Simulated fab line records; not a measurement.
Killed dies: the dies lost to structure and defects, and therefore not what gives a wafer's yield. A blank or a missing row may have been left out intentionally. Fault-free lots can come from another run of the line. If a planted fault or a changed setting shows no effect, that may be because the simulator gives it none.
fab line records || flow sky130 || part 2 of 2: steps 45 to 45 of 45
[record] {"lots": 6, "wafers": 18, "lastDay": 50}
route steps=708 shown DNWELL@41 PWDE@45 NWELL@56 VT_ADJUST_HVTP@85 PAD_OPEN@708
lots untouched by any fault: they come from a run of this same line in which no faults occurred
startH: the number of hours between the record's first day and the start of the first shown wafer of the lot || waitH: hours from the lot's prior step to this one || " identical to the entry in the row above || L1.1+2: a single row standing in for several wafers || - either no value or no given start || * or withheld: withheld || < > ~ a bound
route shown NAME@n: a module of which the file shows steps, and the number in the route of the first || usual: the fault-free wafers' mean and standard deviation || same: alike in all rows || chamber/n: place in a boat || sites: readings site by site || _std_site: the standard deviation of these || _edge_site: outer sites' mean less inner sites' || radiusMm: how far each site lies from the wafer's centre || mask NAME#n: copy n || behind: the last tool/chamber to shape the wafer || hold: why the lot went on hold/how many hours it stayed there/how the hold came to an end || device: which transistor (n, p or np) failed to switch || end of line: at the end of the route, the tests of the same wafers || for a step that has no rows: nothing shown but its recipe || killed: at the first sort, the dies lost to defects and structure; wafer yield is something else || map: shows each die of a wafer: x if killed, . if not, _ if none is there
set.NAME: the setting as run; set.NAME@STEP: as run at that earlier step || model.NAME: the simulator's own value behind a step, which no gauge read
a table for each step, a row for each wafer; lots at some steps of the route
services: from which hour (startH, from the record's first day; less than 0 if before it) a tool's chamber was out of use, for how many hours, and why
[[steps]]
[step SKY_PAD_OPEN_PROBE_99]
[usual] {"killed_at_M0_to_M3": "43/6.9", "killed_at_M4_up": "3.2/1.6", "killedAtContacts": "25/5.1", "killedAtFrontEnd": "16/4.5", "killedAtOther": "0.3/0.68", "killedDies": "87/8.9", "killedOpen": "48/6.9", "killedShort": "39/6.3"}
[same] {"grossDies": 492, "killedAtBackSide": 0}
{"lot.wafer": "L248.4", "tool": "prober-01", "chamber": "-", "startH": 1129.03, "waitH": 0.2, "killed_at_M0_to_M3": 58, "killed_at_M4_up": 6, "killedAtContacts": 15, "killedAtFrontEnd": 25, "killedAtOther": 0, "killedDies": 104, "killedOpen": 62, "killedShort": 42, "model.etest.res_p_drift_20v.lineOhmUm": 1.252e+04, "model.etest.res_p_drift_20v.rsOhmSq": 1.04e+04, "model.etest.resPwdeUnderGate.rsOhmSq": 6176}
{"lot.wafer": "L248.5", "tool": "prober-01", "chamber": "-", "startH": 1129.08, "waitH": 0.2, "killed_at_M0_to_M3": 37, "killed_at_M4_up": 6, "killedAtContacts": 31, "killedAtFrontEnd": 18, "killedAtOther": 0, "killedDies": 92, "killedOpen": 49, "killedShort": 43, "model.etest.res_p_drift_20v.lineOhmUm": 1.19e+04, "model.etest.res_p_drift_20v.rsOhmSq": 9992, "model.etest.resPwdeUnderGate.rsOhmSq": 6130}
{"lot.wafer": "L248.6", "tool": "prober-01", "chamber": "-", "startH": 1129.13, "waitH": 0.2, "killed_at_M0_to_M3": 54, "killed_at_M4_up": 4, "killedAtContacts": 20, "killedAtFrontEnd": 20, "killedAtOther": 0, "killedDies": 98, "killedOpen": 54, "killedShort": 44, "model.etest.res_p_drift_20v.lineOhmUm": 1.24e+04, "model.etest.res_p_drift_20v.rsOhmSq": 1.026e+04, "model.etest.resPwdeUnderGate.rsOhmSq": 6199}
{"lot.wafer": "L252.2", "tool": "prober-01", "chamber": "-", "startH": 1148.69, "waitH": 0.1, "killed_at_M0_to_M3": 49, "killed_at_M4_up": 1, "killedAtContacts": 25, "killedAtFrontEnd": 18, "killedAtOther": 0, "killedDies": 93, "killedOpen": 51, "killedShort": 42, "model.etest.res_p_drift_20v.lineOhmUm": 1.012e+04, "model.etest.res_p_drift_20v.rsOhmSq": 8461, "model.etest.resPwdeUnderGate.rsOhmSq": 6203}
{"lot.wafer": "L252.3", "tool": "prober-01", "chamber": "-", "startH": 1148.74, "waitH": 0.2, "killed_at_M0_to_M3": 47, "killed_at_M4_up": 4, "killedAtContacts": 29, "killedAtFrontEnd": 10, "killedAtOther": 1, "killedDies": 91, "killedOpen": 50, "killedShort": 40, "model.etest.res_p_drift_20v.lineOhmUm": 9933, "model.etest.res_p_drift_20v.rsOhmSq": 8302, "model.etest.resPwdeUnderGate.rsOhmSq": 6156}
{"lot.wafer": "L252.4", "tool": "prober-01", "chamber": "-", "startH": 1148.79, "waitH": 0.2, "killed_at_M0_to_M3": 44, "killed_at_M4_up": 5, "killedAtContacts": 29, "killedAtFrontEnd": 19, "killedAtOther": 0, "killedDies": 97, "killedOpen": 64, "killedShort": 33, "model.etest.res_p_drift_20v.lineOhmUm": 9874, "model.etest.res_p_drift_20v.rsOhmSq": 8289, "model.etest.resPwdeUnderGate.rsOhmSq": 6172}
{"lot.wafer": "L258.3", "tool": "prober-01", "chamber": "-", "startH": 1184.83, "waitH": 0.2, "killed_at_M0_to_M3": 46, "killed_at_M4_up": 1, "killedAtContacts": 29, "killedAtFrontEnd": 15, "killedAtOther": 0, "killedDies": 91, "killedOpen": 48, "killedShort": 43, "model.etest.res_p_drift_20v.lineOhmUm": 1.161e+04, "model.etest.res_p_drift_20v.rsOhmSq": 9866, "model.etest.resPwdeUnderGate.rsOhmSq": 6170}
{"lot.wafer": "L258.5", "tool": "prober-01", "chamber": "-", "startH": 1184.93, "waitH": 0.2, "killed_at_M0_to_M3": 41, "killed_at_M4_up": 2, "killedAtContacts": 29, "killedAtFrontEnd": 17, "killedAtOther": 0, "killedDies": 89, "killedOpen": 54, "killedShort": 35, "model.etest.res_p_drift_20v.lineOhmUm": 1.132e+04, "model.etest.res_p_drift_20v.rsOhmSq": 9632, "model.etest.resPwdeUnderGate.rsOhmSq": 6148}
{"lot.wafer": "L258.6", "tool": "prober-01", "chamber": "-", "startH": 1184.98, "waitH": 0.2, "killed_at_M0_to_M3": 42, "killed_at_M4_up": 1, "killedAtContacts": 23, "killedAtFrontEnd": 18, "killedAtOther": 0, "killedDies": 84, "killedOpen": 53, "killedShort": 31, "model.etest.res_p_drift_20v.lineOhmUm": 1.286e+04, "model.etest.res_p_drift_20v.rsOhmSq": 1.075e+04, "model.etest.resPwdeUnderGate.rsOhmSq": 6811}
{"lot.wafer": "L259.4", "tool": "prober-02", "chamber": "-", "startH": 1190.93, "waitH": 0.2, "killed_at_M0_to_M3": 41, "killed_at_M4_up": 2, "killedAtContacts": 29, "killedAtFrontEnd": 16, "killedAtOther": 0, "killedDies": 88, "killedOpen": 55, "killedShort": 33, "model.etest.res_p_drift_20v.lineOhmUm": 1.198e+04, "model.etest.res_p_drift_20v.rsOhmSq": 1.006e+04, "model.etest.resPwdeUnderGate.rsOhmSq": 6126}
{"lot.wafer": "L259.5", "tool": "prober-02", "chamber": "-", "startH": 1190.98, "waitH": 0.2, "killed_at_M0_to_M3": 43, "killed_at_M4_up": 2, "killedAtContacts": 24, "killedAtFrontEnd": 12, "killedAtOther": 0, "killedDies": 81, "killedOpen": 46, "killedShort": 35, "model.etest.res_p_drift_20v.lineOhmUm": 1.174e+04, "model.etest.res_p_drift_20v.rsOhmSq": 9978, "model.etest.resPwdeUnderGate.rsOhmSq": 6136}
{"lot.wafer": "L259.6", "tool": "prober-02", "chamber": "-", "startH": 1191.03, "waitH": 0.2, "killed_at_M0_to_M3": 48, "killed_at_M4_up": 4, "killedAtContacts": 25, "killedAtFrontEnd": 12, "killedAtOther": 0, "killedDies": 89, "killedOpen": 43, "killedShort": 46, "model.etest.res_p_drift_20v.lineOhmUm": 1.337e+04, "model.etest.res_p_drift_20v.rsOhmSq": 1.118e+04, "model.etest.resPwdeUnderGate.rsOhmSq": 6818}
{"lot.wafer": "L263.1", "tool": "prober-01", "chamber": "-", "startH": 1204.49, "waitH": 0.1, "killed_at_M0_to_M3": 40, "killed_at_M4_up": 0, "killedAtContacts": 32, "killedAtFrontEnd": 16, "killedAtOther": 0, "killedDies": 88, "killedOpen": 46, "killedShort": 42, "model.etest.res_p_drift_20v.lineOhmUm": 1.106e+04, "model.etest.res_p_drift_20v.rsOhmSq": 9195, "model.etest.resPwdeUnderGate.rsOhmSq": 6315}
{"lot.wafer": "L263.4", "tool": "prober-01", "chamber": "-", "startH": 1204.64, "waitH": 0.2, "killed_at_M0_to_M3": 47, "killed_at_M4_up": 3, "killedAtContacts": 25, "killedAtFrontEnd": 24, "killedAtOther": 0, "killedDies": 99, "killedOpen": 53, "killedShort": 46, "model.etest.res_p_drift_20v.lineOhmUm": 1.134e+04, "model.etest.res_p_drift_20v.rsOhmSq": 9314, "model.etest.resPwdeUnderGate.rsOhmSq": 6342}
{"lot.wafer": "L263.5", "tool": "prober-01", "chamber": "-", "startH": 1204.69, "waitH": 0.2, "killed_at_M0_to_M3": 35, "killed_at_M4_up": 1, "killedAtContacts": 28, "killedAtFrontEnd": 17, "killedAtOther": 0, "killedDies": 81, "killedOpen": 39, "killedShort": 42, "model.etest.res_p_drift_20v.lineOhmUm": 1.142e+04, "model.etest.res_p_drift_20v.rsOhmSq": 9405, "model.etest.resPwdeUnderGate.rsOhmSq": 6358}
{"lot.wafer": "L262.1", "tool": "prober-02", "chamber": "-", "startH": 1204.88, "waitH": 0.1, "killed_at_M0_to_M3": 55, "killed_at_M4_up": 5, "killedAtContacts": 16, "killedAtFrontEnd": 9, "killedAtOther": 0, "killedDies": 85, "killedOpen": 51, "killedShort": 34, "model.etest.res_p_drift_20v.lineOhmUm": 1.102e+04, "model.etest.res_p_drift_20v.rsOhmSq": 9148, "model.etest.resPwdeUnderGate.rsOhmSq": 6158}
{"lot.wafer": "L262.4", "tool": "prober-02", "chamber": "-", "startH": 1205.03, "waitH": 0.2, "killed_at_M0_to_M3": 52, "killed_at_M4_up": 1, "killedAtContacts": 23, "killedAtFrontEnd": 11, "killedAtOther": 0, "killedDies": 87, "killedOpen": 46, "killedShort": 41, "model.etest.res_p_drift_20v.lineOhmUm": 1.142e+04, "model.etest.res_p_drift_20v.rsOhmSq": 9484, "model.etest.resPwdeUnderGate.rsOhmSq": 6108}
{"lot.wafer": "L262.5", "tool": "prober-02", "chamber": "-", "startH": 1205.08, "waitH": 0.2, "killed_at_M0_to_M3": 53, "killed_at_M4_up": 4, "killedAtContacts": 31, "killedAtFrontEnd": 9, "killedAtOther": 1, "killedDies": 98, "killedOpen": 55, "killedShort": 43, "model.etest.res_p_drift_20v.lineOhmUm": 1.137e+04, "model.etest.res_p_drift_20v.rsOhmSq": 9450, "model.etest.resPwdeUnderGate.rsOhmSq": 6120}
// killed by level:class
L248.4 VIA1:geometricParticle:open=14 VIA1:geometricParticle:short=9 CONTACT:geometricParticle:open=9 VIA3:geometricParticle:open=9 METAL1:geometricParticle:short=7 POLY_GATE:geometricParticle:short=6 FIELD_ISO:geometricParticle:open=5 LI_CONTACT:geometricParticle:open=5
L248.5 CONTACT:geometricParticle:open=11 LI_CONTACT:geometricParticle:open=9 VIA1:geometricParticle:open=9 FIELD_ISO:geometricParticle:short=7 LOCAL_INTERCONNECT:geometricParticle:short=6 METAL2:geometricParticle:short=5 METAL1:geometricParticle:short=4 VIA3:geometricParticle:short=4
L248.6 VIA1:geometricParticle:open=12 CONTACT:geometricParticle:open=9 VIA1:geometricParticle:short=9 METAL1:geometricParticle:short=8 VIA3:geometricParticle:open=7 LI_CONTACT:geometricParticle:open=6 SPACER:geometricParticle:open=4 METAL4:geometricParticle:short=4
L252.2 VIA1:geometricParticle:open=15 LOCAL_INTERCONNECT:geometricParticle:short=8 VIA2:geometricParticle:open=7 POLY_GATE:geometricParticle:open=6 LI_CONTACT:geometricParticle:open=6 VIA2:geometricParticle:short=6 VIA3:geometricParticle:open=6 CONTACT:geometricParticle:short=5
L252.3 VIA1:geometricParticle:open=10 CONTACT:geometricParticle:open=9 LI_CONTACT:geometricParticle:open=7 LI_CONTACT:geometricParticle:short=6 VIA2:geometricParticle:open=6 LOCAL_INTERCONNECT:geometricParticle:short=5 VIA3:geometricParticle:open=5 METAL1:geometricParticle:open=5
L252.4 VIA1:geometricParticle:open=12 CONTACT:geometricParticle:open=11 VIA3:geometricParticle:open=9 LI_CONTACT:geometricParticle:open=6 POLY_GATE:geometricParticle:open=5 POLY_GATE:geometricParticle:short=5 VIA2:geometricParticle:open=5 CONTACT:geometricParticle:short=5
L258.3 VIA1:geometricParticle:open=10 LI_CONTACT:geometricParticle:open=9 CONTACT:geometricParticle:open=8 VIA2:geometricParticle:short=8 CONTACT:geometricParticle:short=7 VIA2:geometricParticle:open=7 METAL2:geometricParticle:short=6 POLY_GATE:geometricParticle:short=4
L258.5 CONTACT:geometricParticle:open=11 LI_CONTACT:geometricParticle:open=10 VIA1:geometricParticle:open=9 VIA2:geometricParticle:open=7 VIA3:geometricParticle:open=7 VIA1:geometricParticle:short=6 FIELD_ISO:geometricParticle:short=5 CONTACT:geometricParticle:short=5
L258.6 VIA1:geometricParticle:open=11 CONTACT:geometricParticle:open=9 VIA2:geometricParticle:open=7 VIA3:geometricParticle:open=6 METAL1:geometricParticle:short=6 POLY_GATE:geometricParticle:open=5 LI_CONTACT:geometricParticle:open=5 LOCAL_INTERCONNECT:geometricParticle:short=5
L259.4 CONTACT:geometricParticle:open=12 LI_CONTACT:geometricParticle:open=10 VIA3:geometricParticle:open=9 VIA1:geometricParticle:open=7 VIA2:geometricParticle:open=7 FIELD_ISO:geometricParticle:short=6 FIELD_ISO:geometricParticle:open=5 LOCAL_INTERCONNECT:geometricParticle:short=5
L259.5 VIA1:geometricParticle:open=14 CONTACT:geometricParticle:open=10 POLY_GATE:geometricParticle:short=6 LI_CONTACT:geometricParticle:open=5 VIA2:geometricParticle:open=5 METAL1:geometricParticle:short=4 METAL3:geometricParticle:short=4 CONTACT:geometricParticle:short=3
L259.6 VIA2:geometricParticle:open=7 LI_CONTACT:geometricParticle:open=7 VIA3:geometricParticle:open=7 VIA1:geometricParticle:short=6 VIA1:geometricParticle:open=6 CONTACT:geometricParticle:short=5 LOCAL_INTERCONNECT:geometricParticle:short=5 METAL2:geometricParticle:short=5
L263.1 CONTACT:geometricParticle:open=12 LI_CONTACT:geometricParticle:open=8 METAL1:geometricParticle:short=8 VIA2:geometricParticle:open=7 CONTACT:geometricParticle:short=6 VIA1:geometricParticle:open=6 VIA1:geometricParticle:short=6 FIELD_ISO:geometricParticle:short=4
L263.4 CONTACT:geometricParticle:open=12 FIELD_ISO:geometricParticle:short=10 METAL1:geometricParticle:short=9 FIELD_ISO:geometricParticle:open=8 LI_CONTACT:geometricParticle:open=8 VIA3:geometricParticle:open=7 VIA2:geometricParticle:open=7 VIA1:geometricParticle:short=6
L263.5 CONTACT:geometricParticle:open=13 VIA1:geometricParticle:open=8 FIELD_ISO:geometricParticle:short=7 LOCAL_INTERCONNECT:geometricParticle:short=5 VIA1:geometricParticle:short=5 VIA3:geometricParticle:open=5 LI_CONTACT:geometricParticle:open=4 CONTACT:geometricParticle:short=4
L262.1 VIA2:geometricParticle:open=15 CONTACT:geometricParticle:open=10 METAL1:geometricParticle:short=8 VIA1:geometricParticle:short=8 VIA1:geometricParticle:open=8 METAL4:geometricParticle:short=5 POLY_GATE:geometricParticle:open=4 METAL2:geometricParticle:short=4
L262.4 VIA2:geometricParticle:open=9 VIA1:geometricParticle:open=9 CONTACT:geometricParticle:open=8 LI_CONTACT:geometricParticle:open=7 VIA2:geometricParticle:short=7 VIA1:geometricParticle:short=6 VIA3:geometricParticle:open=6 METAL2:geometricParticle:short=5
L262.5 CONTACT:geometricParticle:open=13 LI_CONTACT:geometricParticle:open=10 VIA2:geometricParticle:open=10 METAL1:geometricParticle:short=8 VIA1:geometricParticle:open=8 METAL2:geometricParticle:short=6 VIA3:geometricParticle:open=6 VIA1:geometricParticle:short=5
[[services]]
{"tool": "implanter-02", "chamber": "-", "startH": 60.28, "hours": 1.4, "kind": "repair"}
{"tool": "plasmaAsher-04", "chamber": "-", "startH": 67.40, "hours": 2.8, "kind": "pm"}
{"tool": "plasmaAsher-03", "chamber": "-", "startH": 71.95, "hours": 1.6, "kind": "repair"}
{"tool": "plasmaAsher-02", "chamber": "-", "startH": 108.75, "hours": 9.0, "kind": "pm"}
{"tool": "plasmaAsher-02", "chamber": 0, "startH": 108.75, "hours": 9.0, "kind": "ventCycle"}
{"tool": "plasmaAsher-02", "chamber": 1, "startH": 108.75, "hours": 9.0, "kind": "ventCycle"}
{"tool": "plasmaAsher-02", "chamber": 0, "startH": 117.75, "hours": "-", "kind": "clean"}
{"tool": "plasmaAsher-02", "chamber": 1, "startH": 117.75, "hours": "-", "kind": "clean"}
{"tool": "plasmaAsher-04", "chamber": "-", "startH": 133.93, "hours": 1.1, "kind": "repair"}
{"tool": "implanter-02", "chamber": "-", "startH": 146.85, "hours": 1.4, "kind": "repair"}
{"tool": "implanter-02", "chamber": "-", "startH": 172.55, "hours": 4.2, "kind": "pm"}
{"tool": "implanter-01", "chamber": "-", "startH": 187.36, "hours": 3.7, "kind": "pm"}
{"tool": "implanter-03", "chamber": "-", "startH": 220.81, "hours": 15.0, "kind": "repair"}
{"tool": "implanter-02", "chamber": "-", "startH": 228.54, "hours": 6.7, "kind": "repair"}
{"tool": "implanter-02", "chamber": "-", "startH": 237.43, "hours": 7.6, "kind": "pm"}
[[key]]
[firstSign] {"step": "SKY_NWELL_RS_MEAS_31", "reading": "PWDE_RS", "direction": "up", "sigmas": 18, "usual": 5278, "struck": 5584}
[effect] {"step": "SKY_NWELL_RS_MEAS_31", "reading": "hold", "direction": "added"}
[modelEffect] {"step": "SKY_PAD_OPEN_PROBE_99", "value": "etest.res_p_drift_20v.lineOhmUm", "without": 1.187e+04, "struck": 1.312e+04}
metAt SKY_PWDE_IMPLANT_08
struckWafers L258.6,L259.6
testerLeftOut L258,L259
onsetBetween 121.83 159.26
[fault] {"kind": "processParameterDrift", "tool": "implanter-02", "chamber": "-", "onsetH": 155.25, "steps": "SKY_PWDE_IMPLANT_08", "channel": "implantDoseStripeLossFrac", "offset": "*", "shape": "step", "endH": 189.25, "scope": "struckWafersOnly"}
// testerLeftOut: of these lots the tester's yield and bins aren't shown, on N5 and GAA mostly nor the transistor test; their killed dies are dies lost to structure and defects alone, not to doping, threshold or leakage, so they don't give the yield
